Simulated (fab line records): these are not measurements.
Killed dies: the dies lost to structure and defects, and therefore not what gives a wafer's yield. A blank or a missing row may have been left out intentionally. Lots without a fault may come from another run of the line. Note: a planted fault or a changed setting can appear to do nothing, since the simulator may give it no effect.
fab line records    flow gf180mcu
record: lots: 13  wafers: 39  lastDay: 34
route steps=602 shown M4@457 MIM@514 M5@535 V5@540
lots untouched by any fault: they come from a run of this same line in which no faults occurred
startH: hours from the record's opening day to when the first of the lot's shown wafers began    waitH: hours since the lot's step before    " same as the row above    L1.1+2: one row covering several wafers at once    - no value, or no start given    * or withheld: withheld    < > ~ a bound
route shown NAME@n: a module of which the file shows steps, and the number in the route of the first    usual: average and standard deviation across the fault-free wafers    same: alike in all rows    chamber/n: place in a boat    sites: per-site readings    _std_site: how widely they spread, as a standard deviation    _edge_site: mean of outer sites minus mean of inner sites    radiusMm: how far each site lies from the wafer's centre    mask NAME#n: copy n    behind: the last tool/chamber to shape the wafer    hold: why the lot was held/for how many hours/how that ended    device: which transistor (n, p or np) failed to switch    end of line: the tests these same wafers got at the end of their route    for a step that has no rows: nothing shown but its recipe    killed: dies that structure and defects cost at the first sort, which is not the same as the wafer's yield    map: a wafer's dies, x killed, . not, _ none there
set.NAME: the setting that was run; set.NAME@STEP: the one run at that earlier step    model.NAME: the simulator's own value behind a step, which no gauge read
the route's steps for a sample of lots (tables are steps, rows are wafers)
services: a tool's chamber out of use, with start hour (startH, from the record's first day; less than 0 if before it), hours out, and reason
== steps ==
step: GF_M4_SPUTTER_01
recipe: material: TiN  targetThkNm: 30  powerW: 6500  timeS: 25  chamberPressurePa: 0.4
usual: throttleValvePct: 29.6/0.79
lot.wafer  tool           chamber  startH  waitH  throttleValvePct
L645.2     pvdSputter-02  -        517.42  0.1    29.4
L645.5     "              -        "       "      28.9
L645.6     "              -        "       "      30.2
L646.1     pvdSputter-04  -        526.77  0.1    28.9
L646.2     "              -        "       "      30.0
L646.4     "              -        "       "      28.7
L649.3     pvdSputter-04  -        556.50  0.1    28.9
L649.4     "              -        "       "      30.3
L649.5     "              -        "       "      30.0
L650.1     pvdSputter-01  -        559.83  0.1    31.6
L650.4     "              -        "       "      29.1
L650.5     "              -        "       "      28.8
L658.1     pvdSputter-01  -        619.90  0.1    29.1
L658.4     "              -        "       "      28.8
L658.6     "              -        "       "      28.3
L660.2     pvdSputter-01  -        639.26  0.1    29.2
L660.4     "              -        "       "      31.3
L660.5     "              -        "       "      28.5
L661.2     pvdSputter-02  -        652.32  0.1    30.3
L661.3     "              -        "       "      29.4
L661.6     "              -        "       "      29.5
L662.1     pvdSputter-01  -        664.66  0.1    29.1
L662.4     "              -        "       "      31.7
L662.5     "              -        "       "      28.9
L663.1     pvdSputter-02  -        677.70  0.1    29.1
L663.4     "              -        "       "      30.0
L663.6     "              -        "       "      30.0
L665.1     pvdSputter-04  -        680.68  0.1    30.3
L665.2     "              -        "       "      29.1
L665.5     "              -        "       "      28.5
L664.1     pvdSputter-02  -        681.13  0.1    30.4
L664.2     "              -        "       "      29.2
L664.3     "              -        "       "      30.2
L666.3     pvdSputter-04  -        683.34  0.1    30.3
L666.5     "              -        "       "      28.8
L666.6     "              -        "       "      30.4
L667.2     pvdSputter-01  -        696.89  0.1    31.7
L667.3     "              -        "       "      28.7
L667.6     "              -        "       "      29.0
step: GF_MIM_THK_MEAS_11
recipe: thkMeasGauge: xrf  reads: AlCu_of_MIM_SPUTTER_08
usual: MIM_ALCU_THK: 200.0/1.9
lot.wafer  tool          chamber  startH  waitH  MIM_ALCU_THK[nm]
L645.2     filmMetro-02  -        566.22  0.1    202.4
L645.5     "             -        "       "      202.0
L645.6     "             -        "       "      202.9
L646.1     filmMetro-04  -        575.66  0.1    201.7
L646.2     "             -        "       "      199.7
L646.4     "             -        "       "      199.3
L649.3     filmMetro-03  -        604.27  0.1    200.7
L649.4     "             -        "       "      200.2
L649.5     "             -        "       "      201.1
L650.1     filmMetro-03  -        607.22  0.1    203.1
L650.4     "             -        "       "      201.3
L650.5     "             -        "       "      202.4
L658.1     filmMetro-03  -        664.79  0.1    200.8
L658.4     "             -        "       "      200.3
L658.6     "             -        "       "      201.0
L660.2     filmMetro-02  -        682.75  0.1    198.8
L660.4     "             -        "       "      199.3
L660.5     "             -        "       "      198.9
L661.2     filmMetro-02  -        695.08  0.1    199.2
L661.3     "             -        "       "      199.0
L661.6     "             -        "       "      199.8
L662.1     filmMetro-03  -        705.57  0.1    198.5
L662.4     "             -        "       "      198.6
L662.5     "             -        "       "      197.2
L663.1     filmMetro-03  -        719.23  0.1    200.8
L663.4     "             -        "       "      200.9
L663.6     "             -        "       "      199.0
L665.1     filmMetro-02  -        721.44  0.1    199.5
L665.2     "             -        "       "      198.6
L665.5     "             -        "       "      200.1
L664.1     filmMetro-03  -        722.39  0.1    202.4
L664.2     "             -        "       "      201.8
L664.3     "             -        "       "      201.3
L666.3     filmMetro-02  -        723.27  0.1    199.2
L666.5     "             -        "       "      199.2
L666.6     "             -        "       "      197.7
L667.2     filmMetro-02  -        737.33  0.1    196.9
L667.3     "             -        "       "      197.5
L667.6     "             -        "       "      197.2
step: GF_M5_ETCH_09
recipe: chemistry: CF4/O2  target: Si3N4  targetDepthNm: 52  sourceW: 800  biasW: 150  pressureMtorr: 150  cf4FlowSccm: 80  O2_flow_sccm: 10  timeS: 11.6
usual: drypumpMotorCurrentA: 5.6/0.45  oesProductAu: 1.004/0.0085  throttleValvePct: 5.971/0.0091
lot.wafer  tool        chamber  startH  waitH  drypumpMotorCurrentA  oesProductAu  rfHoursCounterH  throttleValvePct
L645.2     rieDiel-03  3        609.84  0.0    4.9                   1.001         16               5.960
L645.5     "           0        "       "      6.6                   1.006         -                5.967
L645.6     "           1        "       "      5.3                   1.006         -                5.969
L646.1     rieDiel-03  1        618.94  0.0    5.3                   1.016         19               5.980
L646.2     "           0        "       "      6.6                   1.011         28               5.972
L646.4     "           3        "       "      4.9                   1.008         17               5.963
L649.3     rieDiel-01  3        646.14  0.0    5.3                   0.999         15               5.984
L649.4     "           2        "       "      5.8                   0.994         -                5.966
L649.5     "           1        "       "      6.0                   1.017         -                5.979
L650.1     rieDiel-02  1        648.81  0.0    5.6                   0.998         33               5.969
L650.4     "           0        "       "      5.8                   1.010         9                5.959
L650.5     "           0        "       "      5.8                   1.014         -                5.962
L658.1     rieDiel-03  0        702.54  0.0    6.6                   1.008         30               5.979
L658.4     "           2        "       "      5.4                   1.005         -                5.958
L658.6     "           1        "       "      5.3                   1.017         -                5.990
L660.2     rieDiel-01  2        720.14  0.0    5.8                   0.992         2                5.974
L660.4     "           0        "       "      5.5                   1.004         -                5.964
L660.5     "           2        "       "      5.8                   1.005         -                5.978
L661.2     rieDiel-01  0        732.04  0.0    5.5                   1.009         4                5.982
L661.3     "           2        "       "      5.8                   1.011         3                5.975
L661.6     "           2        "       "      5.8                   1.003         -                5.962
L662.1     rieDiel-01  3        741.14  0.0    5.2                   1.009         20               5.974
L662.4     "           2        "       "      5.8                   1.016         3                5.966
L662.5     "           1        "       "      6.0                   1.012         -                5.998
L663.1     rieDiel-02  0        753.54  0.0    5.8                   1.015         13               5.980
L663.4     "           1        "       "      5.6                   1.008         37               5.981
L663.6     "           1        "       "      5.6                   0.998         -                5.972
L665.1     rieDiel-01  0        754.19  0.0    5.5                   1.012         6                5.953
L665.2     "           3        "       "      5.3                   1.001         20               5.963
L665.5     "           0        "       "      5.5                   0.994         -                5.972
L664.1     rieDiel-01  3        756.06  0.0    5.3                   0.999         21               5.969
L664.2     "           1        "       "      6.1                   1.008         17               5.978
L664.3     "           2        "       "      5.8                   1.009         3                5.981
L666.3     rieDiel-03  3        756.94  0.0    4.9                   0.999         20               5.974
L666.5     "           3        "       "      4.9                   0.990         -                5.972
L666.6     "           2        "       "      5.4                   0.983         -                5.965
L667.2     rieDiel-02  1        770.81  0.0    5.6                   0.992         38               5.968
L667.3     "           3        "       "      5.7                   1.003         2                5.975
L667.6     "           3        "       "      5.8                   1.009         -                5.971
step: GF_V5_CVD_00
recipe: material: SiO2  targetThkNm: 300  sigmaOpenFrac: 0.3  tempC: 400  timeS: 50  sih4FlowSccm: 60  pressureMtorr: 6
usual: sih4FlowSccm: 60.02/0.2
lot.wafer  tool       chamber  startH  waitH  sih4FlowSccm
L645.2     hdpcvd-02  2        610.87  0.0    60.13
L645.5     "          1        "       "      60.29
L645.6     "          0        "       "      59.94
L646.1     hdpcvd-01  1        619.97  0.0    59.94
L646.2     "          2        "       "      60.20
L646.4     "          0        "       "      59.93
L646.1     hdpcvd-01  1        620.18  0.2    60.14
L646.2     "          2        "       "      60.02
L646.4     "          0        "       "      59.83
L649.3     hdpcvd-02  2        646.95  0.0    60.23
L649.4     "          0        "       "      60.35
L649.5     "          2        "       "      60.37
L650.1     hdpcvd-02  2        649.85  0.0    60.03
L650.4     "          1        "       "      60.16
L650.5     "          2        "       "      60.00
L650.1     hdpcvd-02  2        650.06  0.2    59.89
L650.4     "          1        "       "      60.07
L650.5     "          2        "       "      59.91
L658.1     hdpcvd-02  0        703.27  0.0    59.97
L658.4     "          2        "       "      60.14
L658.6     "          1        "       "      60.11
L660.2     hdpcvd-02  0        720.83  0.0    60.20
L660.4     "          0        "       "      59.95
L660.5     "          1        "       "      59.67
L661.2     hdpcvd-02  1        732.73  0.0    60.08
L661.3     "          2        "       "      60.37
L661.6     "          1        "       "      60.05
L662.1     hdpcvd-02  2        741.83  0.0    60.16
L662.4     "          2        "       "      59.65
L662.5     "          1        "       "      59.99
L663.1     hdpcvd-01  0        754.36  0.0    60.26
L663.4     "          1        "       "      60.17
L663.6     "          0        "       "      59.98
L665.1     hdpcvd-02  0        754.92  0.0    60.39
L665.2     "          1        "       "      60.06
L665.5     "          2        "       "      60.32
L664.1     hdpcvd-02  2        756.79  0.0    59.81
L664.2     "          0        "       "      59.82
L664.3     "          1        "       "      59.81
L666.3     hdpcvd-01  0        757.63  0.0    60.01
L666.5     "          0        "       "      60.33
L666.6     "          2        "       "      60.21
L667.2     hdpcvd-01  0        771.50  0.0    60.09
L667.3     "          1        "       "      60.10
L667.6     "          1        "       "      59.92
step: GF_V5_THK_MEAS_01
recipe: reads: SiO2_of_V5_CVD_00
usual: V5_CVD_00_THK: 297.6/2.9
lot.wafer  tool          chamber  startH  waitH  V5_CVD_00_THK[nm]
L645.2     filmMetro-04  -        610.93  0.0    298.8
L645.5     "             -        "       "      301.9
L645.6     "             -        "       "      296.5
L646.1     filmMetro-04  -        620.23  0.0    590.4
L646.2     "             -        "       "      601.5
L646.4     "             -        "       "      604.2
L646.1     filmMetro-04  -        620.53  0.3    590.7
L646.2     "             -        "       "      601.5
L646.4     "             -        "       "      603.6
L649.3     filmMetro-03  -        647.02  0.0    293.7
L649.4     "             -        "       "      295.1
L649.5     "             -        "       "      294.8
L650.1     filmMetro-03  -        650.11  0.0    584.6
L650.4     "             -        "       "      592.3
L650.5     "             -        "       "      587.3
L650.1     filmMetro-03  -        650.33  0.2    584.4
L650.4     "             -        "       "      592.4
L650.5     "             -        "       "      587.1
L658.1     filmMetro-04  -        703.31  0.0    299.9
L658.4     "             -        "       "      298.3
L658.6     "             -        "       "      300.4
L660.2     filmMetro-03  -        720.88  0.0    298.8
L660.4     "             -        "       "      298.0
L660.5     "             -        "       "      293.5
L661.2     filmMetro-03  -        732.78  0.0    295.5
L661.3     "             -        "       "      293.3
L661.6     "             -        "       "      295.6
L662.1     filmMetro-01  -        741.87  0.0    295.5
L662.4     "             -        "       "      294.5
L662.5     "             -        "       "      295.9
L663.1     filmMetro-01  -        754.40  0.0    304.1
L663.4     "             -        "       "      298.5
L663.6     "             -        "       "      300.6
L665.1     filmMetro-03  -        754.97  0.0    297.0
L665.2     "             -        "       "      298.0
L665.5     "             -        "       "      299.8
L664.1     filmMetro-01  -        756.84  0.0    296.1
L664.2     "             -        "       "      298.3
L664.3     "             -        "       "      300.0
L666.3     filmMetro-04  -        757.69  0.0    306.0
L666.5     "             -        "       "      304.2
L666.6     "             -        "       "      300.5
L667.2     filmMetro-03  -        771.55  0.0    299.1
L667.3     "             -        "       "      300.6
L667.6     "             -        "       "      298.6
== services ==
tool           chamber  startH  hours  kind
rieDiel-01     -        504.98  2.8    pm
pvdSputter-04  -        510.74  0.5    repair
rieDiel-03     3        518.75  5.8    repair
hdpcvd-02      -        519.39  0.8    pm
rieDiel-03     1        536.10  2.1    repair
hdpcvd-01      -        539.25  15.0   pm
rieDiel-01     1        545.20  23.7   repair
pvdSputter-02  -        557.42  12.3   repair
rieDiel-03     -        597.70  1.4    repair
hdpcvd-02      -        606.71  2.4    repair
hdpcvd-01      -        624.24  1.1    repair
hdpcvd-01      -        635.71  0.7    repair
rieDiel-03     0        675.30  7.1    repair
rieDiel-03     3        697.09  27.2   repair
pvdSputter-02  -        703.14  2.3    repair
rieDiel-01     1        706.59  15.3   repair
rieDiel-01     2        726.49  2.5    repair
hdpcvd-01      -        733.42  0.5    repair
rieDiel-03     3        734.38  10.6   repair
rieDiel-01     2        737.33  3.1    repair
hdpcvd-01      -        740.84  2.7    repair
rieDiel-03     0        743.76  24.2   repair
rieDiel-01     -        749.78  2.5    repair
pvdSputter-02  -        765.51  0.6    repair
== key ==
firstSign: step: GF_V5_CVD_00  reading: visit  direction: added
effect: step: GF_V5_THK_MEAS_01  reading: visit  direction: added
effect: step: GF_V5_THK_MEAS_01  reading: V5_CVD_00_THK  direction: up  sigmas: 99+  usual: 297.6  struck: 593.4
metAt GF_V5_CVD_00
struckLots L646,L650
scrappedBehind GF_V5_THK_MEAS_01 L646.1,L646.2,L646.4,L650.1,L650.4,L650.5
notActingAt GF_M4_SPUTTER_01,GF_MIM_THK_MEAS_11,GF_M5_ETCH_09
fault: kind: repeatedStepWhole  tool: hdpcvd-01,hdpcvd-02  chamber: -  onsetH: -  steps: GF_V5_CVD_00  times: 1  scope: struckLotsOnly
